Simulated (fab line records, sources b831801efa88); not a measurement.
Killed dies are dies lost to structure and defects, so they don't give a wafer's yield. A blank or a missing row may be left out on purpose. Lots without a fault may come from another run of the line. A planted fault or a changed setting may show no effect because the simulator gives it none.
A struck lot beside a sound one | flow gf180mcu | 16 steps out of a route of 602
Sound: wafers L840.2, L840.3, L840.6. Struck: wafers L833.1, L833.2, L833.3. The cause comes at the end.
At each step with rows: each side's tool, then ch and its chambers, then its first start. Under that, the readings that differ: sound wafers | struck wafers | difference of the means | sigmas: that difference in standard deviations of wafers without a fault.
alike: readings whose means differ by less than 2 such deviations, and words and numbers that are the same on both sides. not compared: withheld readings, readings that some wafer has no value for, bounds like >300 that may hide the same value, and numbers for which the record gives no deviation and whose values overlap.
The two part at a step that has a row with sigmas, a row that says differs or no value, or rows on one side only. Numbers that don't overlap but have no deviation are shown without sigmas and don't part them. A reading that every wafer of one side lacks parts them only if that side has two wafers or more.

first, 4 steps without rows for these wafers: GF_M1_SOFTBAKE_10 (time 60 s); GF_M1_EXPOSE_11 (exposes mask Metal1, target cd 230 nm); GF_M1_PEB_12 (peb time 90 s); GF_M1_DEVELOP_13 (develop time 60 s).
GF_M1_CD_MEAS_14: target cd 230 nm.
  sound on cd_sem-01, day 22 13:33; struck on cd_sem-02, day 20 01:29
  alike: cd_nm
GF_M1_OVL_MEAS_15:
  sound on overlay-01, day 22 13:39; struck on overlay-01, day 20 01:36
  alike: M1_OVL
GF_M1_METAL_ETCH_16: etches the open film in Cl2/BCl3, stops on SiO2, target depth 627.5 nm, time 104.6 s.
  sound on rie_metal-04 ch 0, day 22 13:43; struck on rie_metal-02 ch 0,1, day 20 01:38
  alike: bcl3_flow_sccm, bias_w, drypump_motor_current_A, oes_product_au, throttle_valve_pct
  not compared: rf_hours_counter_h
GF_M1_STRIP_17: strips in O2/N2.
  sound on plasma_asher-01 ch 0, day 22 13:55; struck on plasma_asher-03 ch 0,1, day 20 01:44
  alike: drypump_motor_current_A, heater_power_w, oes_product_au, strip_time_to_endpoint_s
  not compared: rf_hours_counter_h
then, 3 steps without rows for these wafers: GF_M1_STRIP_18 (strips in post etch residue remover, time 1200 s); GF_M1_CLEAN_19 (cleans in DIW); GF_V1_CVD_00 (deposits SiO2, target thk 600 nm, time 100 s).
GF_V1_THK_MEAS_01:
  sound on film_metro-03, day 22 14:33; struck on film_metro-02, day 20 02:21
  alike: V1_CVD_00_THK
GF_V1_CVD_02: deposits SiO2 from TEOS, target thk 850 nm, time 94.851 s.
  sound on pecvd-03 ch 0,1, day 22 14:36; struck on pecvd-04 ch 0,1,2, day 20 02:25
  reading                             | sound             | struck            | difference | sigmas
  run_length_s (s)                    | 123.4 122.6 123.0 | 125.6 125.0 126.0 | +2.5       | +5
  model.SiO2_of_V1_CVD_02.thk_nm (nm) | 863.3 846.7 862.1 | 876.6 895.1 877   | +25.5      |
  alike: heater_power_w
GF_V1_THK_MEAS_03:
  sound on film_metro-03, day 22 14:41; struck on film_metro-02, day 20 02:29
  reading            | sound       | struck      | difference | sigmas
  V1_CVD_02_THK (nm) | 863 846 862 | 876 895 877 | +26        | +2
GF_V1_CMP_04: polishes SiO2.
  sound on cmp-01 ch 0,3, day 22 14:47; struck on cmp-01 ch 0,1,3, day 20 02:32
  alike: edge_zone_pressure_frac, motor_current_A, time_to_endpoint_s
then, 1 step without rows for these wafers: GF_PASSIVATION_PROBE_99.

WHERE THEY PART
First at GF_V1_CVD_02; last, within this record, at GF_V1_THK_MEAS_03. Later steps at which nothing parts them and some readings are alike: GF_V1_CMP_04.

WHY: what the simulator had put in
Process parameter drift: pecvd-04, from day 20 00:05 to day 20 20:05, at GF_V1_CVD_02. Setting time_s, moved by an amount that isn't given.
